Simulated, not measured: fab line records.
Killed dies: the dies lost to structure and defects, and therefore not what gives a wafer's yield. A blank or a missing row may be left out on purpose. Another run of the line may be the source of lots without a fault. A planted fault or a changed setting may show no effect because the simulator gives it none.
One fault seen from 2 desks ; flow gf180mcu ; each desk holds nothing but its own numbers, with what lay behind them at the end

== FOR THE TOOL OWNER'S DESK: cvd_w-02 ==
The tool's own readings at GF_CONTACT_CVD_24 (deposits W, target thk 300 nm, time 90.339 s): means of the sampled wafers that have a number, for each lot that ran on this tool. Any lot whose mean is over 4 standard deviations away from the usual mean is out of limits and marked OUT; that distance is given in the brackets.
Columns: A = chamber_pressure_Torr at GF_CONTACT_CVD_24, usual 39.99 Torr; B = heater_power_outer_w at GF_CONTACT_CVD_24, usual 549 W; C = heater_power_w at GF_CONTACT_CVD_24, usual 883 W; D = susceptor_temp_C at GF_CONTACT_CVD_24, usual 400.00 C
lot;first seen here;A;B;C;D
L870;day 17 13:41;39.93;580;947;399.94
L872;day 18 10:34;39.94;576;963;399.90
L879;day 21 01:32;40.01;466;825;399.85
L880;day 21 10:26;39.98;528;896;400.01
L882;day 21 23:20;40.14;467;826;399.92
This desk's finding: nothing out of limits on any of the 5 lots.

== AT THE METROLOGY DESK ==
Lot by lot, what the gauges showed, no matter which tool ran the lot: averages of those sampled wafers that carry a number. Any lot whose mean is over 4 standard deviations away from the usual mean is out of limits and marked OUT; that distance is given in the brackets.
Columns: A = CONTACT_W_RS at GF_CONTACT_RS_MEAS_25, usual 0.384 ohm/sq
lot;first seen here;A
L867;day 16 03:17;0.384
L868;day 16 21:18;0.386
L870;day 17 13:49;0.389
L872;day 18 10:41;0.384
L877;day 20 05:35;43.742 (+99 or more) OUT
L878;day 20 10:16;42.882 (+99 or more) OUT
L879;day 21 01:38;0.386
L880;day 21 10:32;0.389
L881;day 21 19:08;0.383
L882;day 21 23:32;0.392
L887;day 23 15:56;0.380
L888;day 24 04:34;0.379
L889;day 24 06:28;0.383
This desk reports L877, L878 out of limits; the earliest was L877 at day 20 05:35 (CONTACT_W_RS at GF_CONTACT_RS_MEAS_25). Within limits: L867, L868, L870, L872, L879, L880, L881, L882, L887, L888, L889.

== TAKEN TOGETHER ==
On L877, L878, the metrology desk was in a position to raise an alarm at day 20 05:35.
Nothing out of limits was seen by the tool owner's desk.
The tool owner's desk has no number on record for L877, L878.
Every lot named ran GF_CONTACT_CVD_24 on cvd_w-02.

== WHAT THE SIMULATOR PUT IN ==
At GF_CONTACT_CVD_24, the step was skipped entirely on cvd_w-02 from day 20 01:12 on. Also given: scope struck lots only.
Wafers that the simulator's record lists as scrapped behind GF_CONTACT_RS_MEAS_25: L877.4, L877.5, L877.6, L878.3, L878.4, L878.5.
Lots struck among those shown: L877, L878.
Delay in hours, fault start to first out-of-limits reading, per desk: metrology desk 4.
